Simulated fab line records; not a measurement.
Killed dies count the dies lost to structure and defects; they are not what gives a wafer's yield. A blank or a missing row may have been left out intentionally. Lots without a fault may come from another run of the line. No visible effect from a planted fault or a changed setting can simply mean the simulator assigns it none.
Split-lot experiment ; flow sfqLine ; route with 325 steps; 5 lots, 23 wafers read

## ON THE SPLIT
At SFQ_TRILAYER_M2_DEP_SPUTTER_055 (material Nb, target thk 200 nm, time 133.3 s), the setting timeS was moved away from the recipe's 133.3 s on 6 of the 23 wafers read, by +7.4% to +13.7%. The other wafers ran this setting at the recipe's value.

Split to reading: the file shows no intervening step.

## THE READING
M2_NB_RS in ohm/sq, measured at SFQ_M2_RS_MEAS_914 by four-point-probe. A value of 0.887 ohm/sq with a standard deviation of 0.0081 ohm/sq is what fault-free wafers of this fab line usually give.

wafer;tool, chamber at the split;timeS as run, s;against the recipe;M2_NB_RS, ohm/sq;against lot-mates on the recipe
L079.1;pvdSputter-04, -;133.3;recipe;0.893;-
L079.2;pvdSputter-04, -;133.3;recipe;0.889;-
L079.5;pvdSputter-04, -;133.3;recipe;0.893;-
L080.1;pvdSputter-04, -;133.3;recipe;0.877;-
L080.2;pvdSputter-04, -;133.3;recipe;0.884;-
L080.3;pvdSputter-04, -;133.3;recipe;0.895;-
L080.5;pvdSputter-04, -;133.3;recipe;0.888;-
L080.6;pvdSputter-04, -;133.3;recipe;0.891;-
L081.1;pvdSputter-04, -;133.3;recipe;0.898;-
L081.2;pvdSputter-04, -;133.3;recipe;0.884;-
L081.3;pvdSputter-04, -;133.3;recipe;0.892;-
L081.4;pvdSputter-04, -;133.3;recipe;0.890;-
L081.5;pvdSputter-04, -;133.3;recipe;0.896;-
L083.2;pvdSputter-06, -;151.6;+13.7%;0.781;-0.110
L083.3;pvdSputter-06, -;133.3;recipe;0.889;-
L083.4;pvdSputter-06, -;151.6;+13.7%;0.783;-0.108
L083.5;pvdSputter-06, -;151.6;+13.7%;0.778;-0.113
L083.6;pvdSputter-06, -;133.3;recipe;0.894;-
L084.1;pvdSputter-04, -;133.3;recipe;0.886;-
L084.2;pvdSputter-04, -;143.2;+7.4%;0.831;-0.058
L084.3;pvdSputter-04, -;143.2;+7.4%;0.818;-0.072
L084.4;pvdSputter-04, -;133.3;recipe;0.893;-
L084.6;pvdSputter-04, -;143.2;+7.4%;0.823;-0.067

FIT RESULTS
A straight line over all 23 wafers: M2_NB_RS changes by -0.00815 ohm/sq for each +1% of timeS; r = -0.99; the points scatter about the line by 0.0055 ohm/sq.
The same after taking each lot's own level away (the mean of its wafers on the recipe; 23 wafers): -0.00821 ohm/sq for each +1%; r = -0.99; scatter 0.005 ohm/sq.
That fit puts the effect of the largest move of timeS on the reading at 0.11 ohm/sq.
The lots' own levels span 0.8870 to 0.8920 ohm/sq, that is 0.6 times the standard deviation above.
Consequently the slope shifts little with the lot-to-lot level, the two slopes agreeing.
Check: with one of the wafers moved furthest among these (+13.7%) left out of the fit, the line predicts -0.114 ohm/sq for it against its lot-mates. It came out at -0.11 ohm/sq against them.

## ADDITIONAL SPLITS CARRIED BY THESE WAFERS
These wafers also went through other splits before the reading. Each is held against what the fit with the lots' levels taken away leaves over:
other split on the same wafers;wafers away from the commonest value;r with M2_NB_RS (lot level and that fit taken away)
SFQ_TRILAYER_L0_LITHO_COAT_010 resistThkNm;5;+0.08
SFQ_TRILAYER_L0_LITHO_PEB_008 pebTempC;5;+0.36
SFQ_TRILAYER_L0_VIA_LITHO_COAT_013 resistThkNm;11;-0.31
SFQ_TRILAYER_M0_LITHO_COAT_026 spinRpm;11;-0.04
SFQ_TRILAYER_I0_DEP_PECVD_027 timeS;10;+0.17
SFQ_TRILAYER_I0_VIA_LITHO_COAT_031 resistThkNm;4;-0.06
SFQ_TRILAYER_I0_VIA_LITHO_PEB_034 pebTimeS;8;+0.04

## THE WHOLE CHAIN: every reading that the file lists as answering this split, in the file's order
step;what it does;reading;change (the file's fit);r (the file's)
SFQ_TRILAYER_M2_DEP_SPUTTER_055;material Nb, target thk 200 nm, time 133.3 s;Nb_of_TRILAYER_M2_DEP_SPUTTER_055.thkNm (the simulator's own value, which no gauge read);+2.05 nm for each +1% of the setting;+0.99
SFQ_M2_RS_MEAS_914;measures by four-point-probe;M2_NB_RS;-0.00823 for each +1% of the setting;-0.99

## THE FILE'S OWN FIT
M2_NB_RS changes by -0.00823 ohm/sq for each +1% of timeS, r = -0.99.
